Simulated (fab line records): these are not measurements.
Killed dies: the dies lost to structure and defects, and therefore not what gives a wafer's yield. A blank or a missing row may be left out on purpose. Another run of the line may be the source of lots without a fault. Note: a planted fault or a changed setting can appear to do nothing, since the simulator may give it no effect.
Split-lot trial || flow sfq_line || 27 wafers read across 5 lots, on a route 325 steps long

## ON THE SPLIT
At SFQ_TRILAYER_M7_ETCH_METAL_ETCH_180 (etches Nb in Cl2/Ar, stops on SiO2, target depth 240 nm, time 120 s), the setting time_s was moved away from the recipe's 120 s on 12 of the 27 wafers read, by -28.8% to +34.6%. All remaining wafers had this setting at the recipe value.

The reading is taken at the split's own step.

## THE READING
KrF_of_TRILAYER_M7_LITHO_COAT_177.thk_nm (the simulator's own value, which no gauge read), in nm, at SFQ_TRILAYER_M7_ETCH_METAL_ETCH_180 (etches Nb in Cl2/Ar, stops on SiO2, target depth 240 nm, time 120 s). The file does not state a usual value for it. Here, 15 wafers ran the recipe; their average is 381.1 nm with a standard deviation of 1.8 nm.

{"wafer": "L077.1", "tool, chamber at the split": "rie_metal-02, 0", "time_s as run, s": 149.9, "against the recipe": "+24.9%", "KrF_of_TRILAYER_M7_LITHO_COAT_177.thk_nm, nm": 343.2, "against lot-mates on the recipe": -37.0}
{"wafer": "L077.2", "tool, chamber at the split": "rie_metal-02, 1", "time_s as run, s": 149.9, "against the recipe": "+24.9%", "KrF_of_TRILAYER_M7_LITHO_COAT_177.thk_nm, nm": 343.4, "against lot-mates on the recipe": -36.8}
{"wafer": "L077.3", "tool, chamber at the split": "rie_metal-02, 0", "time_s as run, s": 120, "against the recipe": "recipe", "KrF_of_TRILAYER_M7_LITHO_COAT_177.thk_nm, nm": 380.4, "against lot-mates on the recipe": "-"}
{"wafer": "L077.4", "tool, chamber at the split": "rie_metal-02, 1", "time_s as run, s": 120, "against the recipe": "recipe", "KrF_of_TRILAYER_M7_LITHO_COAT_177.thk_nm, nm": 381.5, "against lot-mates on the recipe": "-"}
{"wafer": "L077.5", "tool, chamber at the split": "rie_metal-02, 0", "time_s as run, s": 120, "against the recipe": "recipe", "KrF_of_TRILAYER_M7_LITHO_COAT_177.thk_nm, nm": 378.6, "against lot-mates on the recipe": "-"}
{"wafer": "L077.6", "tool, chamber at the split": "rie_metal-02, 1", "time_s as run, s": 149.9, "against the recipe": "+24.9%", "KrF_of_TRILAYER_M7_LITHO_COAT_177.thk_nm, nm": 345.2, "against lot-mates on the recipe": -35.0}
{"wafer": "L078.1", "tool, chamber at the split": "rie_metal-03, 0", "time_s as run, s": 120, "against the recipe": "recipe", "KrF_of_TRILAYER_M7_LITHO_COAT_177.thk_nm, nm": 382.1, "against lot-mates on the recipe": "-"}
{"wafer": "L078.2", "tool, chamber at the split": "rie_metal-03, 1", "time_s as run, s": 120, "against the recipe": "recipe", "KrF_of_TRILAYER_M7_LITHO_COAT_177.thk_nm, nm": 379.6, "against lot-mates on the recipe": "-"}
{"wafer": "L078.6", "tool, chamber at the split": "rie_metal-03, 0", "time_s as run, s": 120, "against the recipe": "recipe", "KrF_of_TRILAYER_M7_LITHO_COAT_177.thk_nm, nm": 381.5, "against lot-mates on the recipe": "-"}
{"wafer": "L079.1", "tool, chamber at the split": "rie_metal-02, 1", "time_s as run, s": 120, "against the recipe": "recipe", "KrF_of_TRILAYER_M7_LITHO_COAT_177.thk_nm, nm": 385.4, "against lot-mates on the recipe": "-"}
{"wafer": "L079.2", "tool, chamber at the split": "rie_metal-02, 0", "time_s as run, s": 120, "against the recipe": "recipe", "KrF_of_TRILAYER_M7_LITHO_COAT_177.thk_nm, nm": 378.4, "against lot-mates on the recipe": "-"}
{"wafer": "L079.3", "tool, chamber at the split": "rie_metal-02, 0", "time_s as run, s": 138, "against the recipe": "+15.0%", "KrF_of_TRILAYER_M7_LITHO_COAT_177.thk_nm, nm": 359.5, "against lot-mates on the recipe": -22.9}
{"wafer": "L079.4", "tool, chamber at the split": "rie_metal-02, 1", "time_s as run, s": 138, "against the recipe": "+15.0%", "KrF_of_TRILAYER_M7_LITHO_COAT_177.thk_nm, nm": 366.5, "against lot-mates on the recipe": -15.9}
{"wafer": "L079.5", "tool, chamber at the split": "rie_metal-02, 0", "time_s as run, s": 138, "against the recipe": "+15.0%", "KrF_of_TRILAYER_M7_LITHO_COAT_177.thk_nm, nm": 355.4, "against lot-mates on the recipe": -27.0}
{"wafer": "L079.6", "tool, chamber at the split": "rie_metal-02, 1", "time_s as run, s": 120, "against the recipe": "recipe", "KrF_of_TRILAYER_M7_LITHO_COAT_177.thk_nm, nm": 383.3, "against lot-mates on the recipe": "-"}
{"wafer": "L083.1", "tool, chamber at the split": "rie_metal-02, 0", "time_s as run, s": 85.41, "against the recipe": "-28.8%", "KrF_of_TRILAYER_M7_LITHO_COAT_177.thk_nm, nm": 420.5, "against lot-mates on the recipe": "+39.0"}
{"wafer": "L083.2", "tool, chamber at the split": "rie_metal-02, 1", "time_s as run, s": 120, "against the recipe": "recipe", "KrF_of_TRILAYER_M7_LITHO_COAT_177.thk_nm, nm": 381.9, "against lot-mates on the recipe": "-"}
{"wafer": "L083.3", "tool, chamber at the split": "rie_metal-02, 0", "time_s as run, s": 85.41, "against the recipe": "-28.8%", "KrF_of_TRILAYER_M7_LITHO_COAT_177.thk_nm, nm": 419.7, "against lot-mates on the recipe": "+38.2"}
{"wafer": "L083.4", "tool, chamber at the split": "rie_metal-02, 1", "time_s as run, s": 85.41, "against the recipe": "-28.8%", "KrF_of_TRILAYER_M7_LITHO_COAT_177.thk_nm, nm": 422.3, "against lot-mates on the recipe": "+40.8"}
{"wafer": "L083.5", "tool, chamber at the split": "rie_metal-02, 1", "time_s as run, s": 120, "against the recipe": "recipe", "KrF_of_TRILAYER_M7_LITHO_COAT_177.thk_nm, nm": 383.1, "against lot-mates on the recipe": "-"}
{"wafer": "L083.6", "tool, chamber at the split": "rie_metal-02, 0", "time_s as run, s": 120, "against the recipe": "recipe", "KrF_of_TRILAYER_M7_LITHO_COAT_177.thk_nm, nm": 379.4, "against lot-mates on the recipe": "-"}
{"wafer": "L085.1", "tool, chamber at the split": "rie_metal-02, 0", "time_s as run, s": 120, "against the recipe": "recipe", "KrF_of_TRILAYER_M7_LITHO_COAT_177.thk_nm, nm": 380.2, "against lot-mates on the recipe": "-"}
{"wafer": "L085.2", "tool, chamber at the split": "rie_metal-02, 1", "time_s as run, s": 120, "against the recipe": "recipe", "KrF_of_TRILAYER_M7_LITHO_COAT_177.thk_nm, nm": 381.1, "against lot-mates on the recipe": "-"}
{"wafer": "L085.3", "tool, chamber at the split": "rie_metal-02, 0", "time_s as run, s": 120, "against the recipe": "recipe", "KrF_of_TRILAYER_M7_LITHO_COAT_177.thk_nm, nm": 380.3, "against lot-mates on the recipe": "-"}
{"wafer": "L085.4", "tool, chamber at the split": "rie_metal-02, 1", "time_s as run, s": 161.5, "against the recipe": "+34.6%", "KrF_of_TRILAYER_M7_LITHO_COAT_177.thk_nm, nm": 331.2, "against lot-mates on the recipe": -49.3}
{"wafer": "L085.5", "tool, chamber at the split": "rie_metal-02, 0", "time_s as run, s": 161.5, "against the recipe": "+34.6%", "KrF_of_TRILAYER_M7_LITHO_COAT_177.thk_nm, nm": 330.8, "against lot-mates on the recipe": -49.7}
{"wafer": "L085.6", "tool, chamber at the split": "rie_metal-02, 1", "time_s as run, s": 161.5, "against the recipe": "+34.6%", "KrF_of_TRILAYER_M7_LITHO_COAT_177.thk_nm, nm": 332.2, "against lot-mates on the recipe": -48.3}

FIT RESULTS
A straight line over all 27 wafers: KrF_of_TRILAYER_M7_LITHO_COAT_177.thk_nm changes by -1.42 nm for each +1% of time_s; r = -1.00; the points scatter about the line by 2.3 nm.
The same after taking each lot's own level away (the mean of its wafers on the recipe; 27 wafers): -1.41 nm for each +1%; r = -1.00; scatter 2.2 nm.
On that fit, the largest move of time_s shifts the reading by 49 nm.
Across the lots, their own levels run from 380.17 to 382.37 nm, a range of 1.2 times the standard deviation given above.
The two slopes agree, so the slope changes little with the lot-to-lot level.
Check: -49.1 nm against its lot-mates is what the line predicts for one of the wafers moved furthest among these (+34.6%) when that wafer is left out of the fit. Against them it came out at -49.3 nm.
Tool readings at the split's step, against how far the setting was moved: oes_product_au r = -0.82.

## OTHER SPLITS ON THESE WAFERS
Other splits were also applied to these wafers ahead of the reading. Each is held against what the fit with the lots' levels taken away leaves over:
{"other split on the same wafers": "SFQ_TRILAYER_M5_BARC_OPEN_METAL_ETCH_161 time_s", "wafers away from the commonest value": 9, "r with KrF_of_TRILAYER_M7_LITHO_COAT_177.thk_nm (lot level and that fit taken away)": "+0.02"}
{"other split on the same wafers": "SFQ_TRILAYER_A5C_DEP_PECVD_142 time_s", "wafers away from the commonest value": 9, "r with KrF_of_TRILAYER_M7_LITHO_COAT_177.thk_nm (lot level and that fit taken away)": -0.13}
{"other split on the same wafers": "SFQ_TRILAYER_I6_DEP_PECVD_165 time_s", "wafers away from the commonest value": 12, "r with KrF_of_TRILAYER_M7_LITHO_COAT_177.thk_nm (lot level and that fit taken away)": "+0.03"}

## THE WHOLE CHAIN: every reading that the file lists as answering this split, in the file's order
{"step": "SFQ_TRILAYER_M7_ETCH_METAL_ETCH_180", "what it does": "etches Nb in Cl2/Ar, stops on SiO2, target depth 240 nm, time 120 s", "reading": "oes_product_au", "change (the file's fit)": "not straight: 1.015 at the lowest setting, 0.897 at the recipe, 0.873 at the highest", "r (the file's)": "not given"}
{"step": "SFQ_TRILAYER_M7_ETCH_METAL_ETCH_180", "what it does": "etches Nb in Cl2/Ar, stops on SiO2, target depth 240 nm, time 120 s", "reading": "KrF_of_TRILAYER_M7_LITHO_COAT_177.thk_nm (the simulator's own value, which no gauge read)", "change (the file's fit)": "-1.41 nm for each +1% of the setting", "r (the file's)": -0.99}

## FILE'S OWN FIT
KrF_of_TRILAYER_M7_LITHO_COAT_177.thk_nm changes by -1.41 nm for each +1% of time_s, r = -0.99.
